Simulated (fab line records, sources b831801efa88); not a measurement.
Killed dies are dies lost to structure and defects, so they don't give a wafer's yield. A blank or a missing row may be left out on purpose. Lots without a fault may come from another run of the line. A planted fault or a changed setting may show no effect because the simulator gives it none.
Which tool did it? | flow sky130 | 24 lots, 72 wafers sampled, at 5 steps of a route of 708

WHAT THE GAUGES READ, wafer by wafer
SKY_CAPM_RS_MEAS_03: measures by four-point-probe.
lot  | measured     | on            | CAPM_TIN_RS (ohm/sq)
L074 | day 36 07:29 | film_metro-02 | 6.79 6.92 6.87
L075 | day 36 12:02 | film_metro-02 | 6.95 6.96 6.91
L076 | day 37 01:22 | film_metro-02 | 6.91 6.93 6.82
L077 | day 37 19:44 | film_metro-02 | 6.87 6.88 6.94
L078 | day 37 20:38 | film_metro-04 | 6.89 6.83 6.81
L080 | day 38 02:41 | film_metro-02 | 6.82 6.74 6.75
L079 | day 38 04:17 | film_metro-04 | 6.88 6.97 6.92
L081 | day 38 12:20 | film_metro-04 | 7.00 6.92 7.04
L082 | day 39 10:46 | film_metro-01 | 6.85 6.85 6.87
L084 | day 39 12:09 | film_metro-02 | 6.74 6.70 6.70
L083 | day 39 17:58 | film_metro-01 | 6.83 6.88 6.89
L085 | day 40 01:13 | film_metro-04 | 7.01 7.07 7.13
L086 | day 40 02:35 | film_metro-02 | 6.86 6.92 6.80
L087 | day 40 13:26 | film_metro-04 | 6.84 6.84 6.94
L088 | day 40 19:30 | film_metro-02 | 7.01 7.04 6.93
L089 | day 40 22:58 | film_metro-01 | 6.97 7.05 6.88
L090 | day 41 03:31 | film_metro-04 | 6.89 6.87 6.82
L091 | day 41 15:02 | film_metro-04 | 6.89 6.93 6.99
L092 | day 41 22:58 | film_metro-01 | 6.95 6.86 7.08
L094 | day 42 06:24 | film_metro-01 | 6.83 6.76 6.98
L095 | day 42 13:43 | film_metro-04 | 6.79 6.82 6.91
L093 | day 42 13:00 | film_metro-02 | 6.80 6.96 6.90
L096 | day 42 19:17 | film_metro-01 | 6.93 6.89 6.97
L097 | day 43 01:54 | film_metro-01 | 6.83 6.72 6.70

WHICH TOOL RAN EACH LOT (tool, then ch and the chambers of the sampled wafers, then the start)
lot  | SKY_SD_P_STRIP_10                    | SKY_METAL1_STRIP_20                  | SKY_VIA2_ETCH_14                   | SKY_CAPM_SPUTTER_02
L074 | plasma_asher-01 ch 0,1, day 25 09:55 | plasma_asher-02 ch 0,1, day 32 16:51 | rie_diel-04 ch 0,2,3, day 36 05:43 | pvd_sputter-04, day 36 07:22
L075 | plasma_asher-04 ch 1, day 25 16:13   | plasma_asher-03 ch 0,1, day 32 23:31 | rie_diel-04 ch 0,1,2, day 36 10:04 | pvd_sputter-01, day 36 11:55
L076 | plasma_asher-04 ch 0,1, day 26 06:54 | plasma_asher-03 ch 0,1, day 33 13:11 | rie_diel-04 ch 0,1,2, day 36 23:36 | pvd_sputter-04, day 37 01:12
L077 | plasma_asher-01 ch 0,1, day 27 01:43 | plasma_asher-03 ch 0,1, day 34 05:49 | rie_diel-03 ch 0,1,2, day 37 18:01 | pvd_sputter-04, day 37 19:38
L078 | plasma_asher-03 ch 0,1, day 27 02:55 | plasma_asher-04 ch 0,1, day 34 07:12 | rie_diel-02 ch 0,1,3, day 37 18:30 | pvd_sputter-04, day 37 20:32
L080 | plasma_asher-01 ch 0,1, day 27 09:59 | plasma_asher-04 ch 0,1, day 34 14:00 | rie_diel-03 ch 0,1,3, day 38 00:58 | pvd_sputter-04, day 38 02:35
L079 | plasma_asher-03 ch 0,1, day 27 11:55 | plasma_asher-03 ch 0,1, day 34 15:22 | rie_diel-03 ch 0,2,3, day 38 02:31 | pvd_sputter-04, day 38 04:09
L081 | plasma_asher-04 ch 0,1, day 27 20:31 | plasma_asher-03 ch 0,1, day 34 23:30 | rie_diel-03 ch 0,1,2, day 38 10:37 | pvd_sputter-01, day 38 12:14
L082 | plasma_asher-01 ch 0,1, day 28 23:31 | plasma_asher-04 ch 0,1, day 35 23:21 | rie_diel-03 ch 0,1, day 39 09:01   | pvd_sputter-03, day 39 10:39
L084 | plasma_asher-01 ch 0,1, day 29 02:24 | plasma_asher-04 ch 0,1, day 36 01:05 | rie_diel-04 ch 0,2, day 39 10:23   | pvd_sputter-04, day 39 12:00
L083 | plasma_asher-04 ch 0,1, day 29 05:59 | plasma_asher-02 ch 0,1, day 36 07:20 | rie_diel-02 ch 0,3, day 39 16:01   | pvd_sputter-01, day 39 17:49
L085 | plasma_asher-01 ch 0,1, day 29 14:19 | plasma_asher-03 ch 0,1, day 36 14:48 | rie_diel-04 ch 1,3, day 39 23:30   | pvd_sputter-01, day 40 01:07
L086 | plasma_asher-04 ch 0,1, day 29 17:22 | plasma_asher-03 ch 0,1, day 36 16:06 | rie_diel-03 ch 0,1,3, day 40 00:51 | pvd_sputter-04, day 40 02:27
L087 | plasma_asher-01 ch 0,1, day 30 02:05 | plasma_asher-02 ch 0,1, day 37 02:11 | rie_diel-03 ch 1,2,3, day 40 11:37 | pvd_sputter-04, day 40 13:19
L088 | plasma_asher-03 ch 0,1, day 30 11:32 | plasma_asher-02 ch 0,1, day 37 10:11 | rie_diel-02 ch 0,1,2, day 40 17:43 | pvd_sputter-01, day 40 19:21
L089 | plasma_asher-04 ch 0,1, day 30 15:18 | plasma_asher-02 ch 0,1, day 37 13:32 | rie_diel-04 ch 1,2, day 40 21:10   | pvd_sputter-01, day 40 22:49
L090 | plasma_asher-03 ch 0,1, day 30 22:46 | plasma_asher-03 ch 0,1, day 37 18:54 | rie_diel-03 ch 0,2,3, day 41 01:46 | pvd_sputter-01, day 41 03:23
L091 | plasma_asher-04 ch 0,1, day 31 09:37 | plasma_asher-02 ch 0,1, day 38 07:04 | rie_diel-04 ch 0,2, day 41 13:18   | pvd_sputter-04, day 41 14:54
L092 | plasma_asher-04 ch 0,1, day 31 17:35 | plasma_asher-02 ch 0,1, day 38 15:13 | rie_diel-02 ch 2,3, day 41 21:13   | pvd_sputter-04, day 41 22:50
L094 | plasma_asher-01 ch 0,1, day 32 01:31 | plasma_asher-04 ch 0,1, day 38 22:57 | rie_diel-03 ch 0,3, day 42 04:37   | pvd_sputter-01, day 42 06:16
L095 | plasma_asher-04 ch 0,1, day 32 10:55 | plasma_asher-02 ch 0,1, day 39 07:20 | rie_diel-02 ch 1,2, day 42 11:55   | pvd_sputter-03, day 42 13:36
L093 | plasma_asher-03 ch 0,1, day 32 12:01 | plasma_asher-02 ch 0,1, day 39 07:39 | rie_diel-04 ch 1,2,3, day 42 11:15 | pvd_sputter-03, day 42 12:53
L096 | plasma_asher-03 ch 0,1, day 32 18:26 | plasma_asher-04 ch 0,1, day 39 13:36 | rie_diel-04 ch 0,2,3, day 42 17:34 | pvd_sputter-03, day 42 19:11
L097 | plasma_asher-03 ch 0,1, day 33 02:01 | plasma_asher-04 ch 0,1, day 39 20:27 | rie_diel-02 ch 0,2,3, day 43 00:10 | pvd_sputter-03, day 43 01:47
- SKY_SD_P_STRIP_10: strips in O2/N2.
- SKY_METAL1_STRIP_20: strips in O2/N2.
- SKY_VIA2_ETCH_14: etches BARC in N2/H2, stops on SiO2, time 45.9 s, target depth 60 nm.
- SKY_CAPM_SPUTTER_02: material TiN, target thk 200 nm, time 166.7 s.

WHAT THE TOOLS THEMSELVES READ (means of the sampled wafers that have a number; where no wafer has one, the mark that the record gives instead)
SKY_SD_P_STRIP_10.
lot  | tool            | drypump_motor_current_A (A) | oes_product_au (a.u.) | strip_time_to_endpoint_s (s)
L074 | plasma_asher-01 | 6.06                        | 0.620                 | 17.50
L075 | plasma_asher-04 | 5.91                        | 0.620                 | 17.53
L076 | plasma_asher-04 | 5.99                        | 0.614                 | 17.54
L077 | plasma_asher-01 | 6.08                        | 0.621                 | 17.49
L078 | plasma_asher-03 | 5.98                        | 0.620                 | 17.52
L080 | plasma_asher-01 | 5.83                        | 0.612                 | 17.52
L079 | plasma_asher-03 | 5.82                        | 0.615                 | 17.46
L081 | plasma_asher-04 | 5.95                        | 0.618                 | 17.52
L082 | plasma_asher-01 | 6.07                        | 0.619                 | 17.46
L084 | plasma_asher-01 | 5.86                        | 0.625                 | 17.53
L083 | plasma_asher-04 | 5.99                        | 0.620                 | 17.44
L085 | plasma_asher-01 | 5.85                        | 0.617                 | 17.45
L086 | plasma_asher-04 | 5.99                        | 0.619                 | 17.47
L087 | plasma_asher-01 | 6.08                        | 0.616                 | 17.41
L088 | plasma_asher-03 | 5.84                        | 0.621                 | 17.52
L089 | plasma_asher-04 | 5.98                        | 0.618                 | 17.45
L090 | plasma_asher-03 | 5.99                        | 0.618                 | 17.49
L091 | plasma_asher-04 | 6.00                        | 0.614                 | 17.44
L092 | plasma_asher-04 | 5.95                        | 0.618                 | 17.52
L094 | plasma_asher-01 | 5.87                        | 0.617                 | 17.44
L095 | plasma_asher-04 | 5.98                        | 0.614                 | 17.48
L093 | plasma_asher-03 | 5.82                        | 0.619                 | 17.51
L096 | plasma_asher-03 | 5.82                        | 0.619                 | 17.39
L097 | plasma_asher-03 | 5.98                        | 0.617                 | 17.45

SKY_METAL1_STRIP_20.
lot  | tool            | drypump_motor_current_A (A) | oes_product_au (a.u.) | strip_time_to_endpoint_s (s)
L074 | plasma_asher-02 | 5.5                         | 0.344                 | 2.73
L075 | plasma_asher-03 | 6.0                         | 0.346                 | 2.67
L076 | plasma_asher-03 | 6.0                         | 0.346                 | 2.70
L077 | plasma_asher-03 | 6.0                         | 0.337                 | 2.66
L078 | plasma_asher-04 | 6.0                         | 0.344                 | 2.60
L080 | plasma_asher-04 | 6.0                         | 0.339                 | 2.71
L079 | plasma_asher-03 | 5.8                         | 0.347                 | 2.71
L081 | plasma_asher-03 | 5.9                         | 0.348                 | 2.63
L082 | plasma_asher-04 | 6.0                         | 0.342                 | 2.69
L084 | plasma_asher-04 | 6.0                         | 0.340                 | 2.71
L083 | plasma_asher-02 | 5.1                         | 0.342                 | 2.72
L085 | plasma_asher-03 | 5.8                         | 0.342                 | 2.66
L086 | plasma_asher-03 | 6.0                         | 0.341                 | 2.63
L087 | plasma_asher-02 | 5.5                         | 0.339                 | 2.66
L088 | plasma_asher-02 | 5.1                         | 0.345                 | 2.66
L089 | plasma_asher-02 | 5.1                         | 0.347                 | 2.72
L090 | plasma_asher-03 | 5.8                         | 0.344                 | 2.75
L091 | plasma_asher-02 | 5.1                         | 0.343                 | 2.66
L092 | plasma_asher-02 | 5.1                         | 0.340                 | 2.74
L094 | plasma_asher-04 | 6.0                         | 0.341                 | 2.71
L095 | plasma_asher-02 | 5.1                         | 0.345                 | 2.76
L093 | plasma_asher-02 | 5.1                         | 0.344                 | 2.72
L096 | plasma_asher-04 | 6.0                         | 0.343                 | 2.70
L097 | plasma_asher-04 | 5.9                         | 0.347                 | 2.69

SKY_VIA2_ETCH_14.
lot  | tool        | drypump_motor_current_A (A) | oes_product_au (a.u.) | throttle_valve_pct (%)
L074 | rie_diel-04 | 5.9                         | 0.858                 | 13.238
L075 | rie_diel-04 | 5.7                         | 0.858                 | 13.230
L076 | rie_diel-04 | 5.7                         | 0.854                 | 13.225
L077 | rie_diel-03 | 6.1                         | 0.859                 | 13.222
L078 | rie_diel-02 | 4.9                         | 0.856                 | 13.226
L080 | rie_diel-03 | 5.7                         | 0.851                 | 13.225
L079 | rie_diel-03 | 5.9                         | 0.853                 | 13.223
L081 | rie_diel-03 | 6.1                         | 0.854                 | 13.226
L082 | rie_diel-03 | 5.9                         | 0.856                 | 13.221
L084 | rie_diel-04 | 5.8                         | 0.854                 | 13.220
L083 | rie_diel-02 | 4.9                         | 0.856                 | 13.225
L085 | rie_diel-04 | 5.6                         | 0.854                 | 13.229
L086 | rie_diel-03 | 5.8                         | 0.860                 | 13.219
L087 | rie_diel-03 | 5.9                         | 0.856                 | 13.224
L088 | rie_diel-02 | 5.5                         | 0.858                 | 13.227
L089 | rie_diel-04 | 6.0                         | 0.855                 | 13.225
L090 | rie_diel-03 | 5.9                         | 0.857                 | 13.229
L091 | rie_diel-04 | 6.1                         | 0.849                 | 13.228
L092 | rie_diel-02 | 6.0                         | 0.855                 | 13.227
L094 | rie_diel-03 | 5.5                         | 0.852                 | 13.228
L095 | rie_diel-02 | 5.4                         | 0.858                 | 13.219
L093 | rie_diel-04 | 5.8                         | 0.852                 | 13.230
L096 | rie_diel-04 | 6.0                         | 0.858                 | 13.221
L097 | rie_diel-02 | 5.6                         | 0.858                 | 13.228

SKY_CAPM_SPUTTER_02.
lot  | tool           | cathode_dc_power_W (W) | throttle_valve_pct (%)
L074 | pvd_sputter-04 | 6500.3                 | 29.6
L075 | pvd_sputter-01 | 6499.8                 | 30.2
L076 | pvd_sputter-04 | 6500.7                 | 29.7
L077 | pvd_sputter-04 | 6500.5                 | 29.4
L078 | pvd_sputter-04 | 6500.1                 | 29.1
L080 | pvd_sputter-04 | 6500.2                 | 28.7
L079 | pvd_sputter-04 | 6500.5                 | 29.8
L081 | pvd_sputter-01 | 6499.3                 | 30.4
L082 | pvd_sputter-03 | 6499.0                 | 31.0
L084 | pvd_sputter-04 | 6499.6                 | 29.9
L083 | pvd_sputter-01 | 6499.5                 | 30.1
L085 | pvd_sputter-01 | 6499.8                 | 30.2
L086 | pvd_sputter-04 | 6500.2                 | 29.2
L087 | pvd_sputter-04 | 6500.3                 | 29.5
L088 | pvd_sputter-01 | 6500.0                 | 30.1
L089 | pvd_sputter-01 | 6499.2                 | 30.7
L090 | pvd_sputter-01 | 6499.9                 | 30.4
L091 | pvd_sputter-04 | 6500.0                 | 30.1
L092 | pvd_sputter-04 | 6501.4                 | 29.6
L094 | pvd_sputter-01 | 6500.2                 | 30.6
L095 | pvd_sputter-03 | 6499.9                 | 30.8
L093 | pvd_sputter-03 | 6498.9                 | 31.0
L096 | pvd_sputter-03 | 6499.6                 | 30.6
L097 | pvd_sputter-03 | 6499.7                 | 30.5

THE ANSWER, worked out from the rows above alone
Rule: what is usual is taken from the lots themselves. Put in order of their means at a reading, lots are off if they are a third of the lots or fewer, leave a main group of 4 or more, and stand apart from it by a gap of 3 or more times the standard deviation of the main group's means; of several such gaps the widest counts. A main group whose means are all the same, to the digits that the tables above print for the reading, isn't used. A lot without any number at a reading at which 4 lots or more have one is off too. The other lots that the step has rows for count as sound. The gauges are gone through in route order, then the tools' own readings, and for those a lot's mean is taken as printed above. The first step at which some lot is off is used, and at that step the reading that is off furthest; a lot without a number counts as furthest.
No lot is off at any reading shown: from this, nothing can be told.

WHAT THE SIMULATOR HAD PUT IN
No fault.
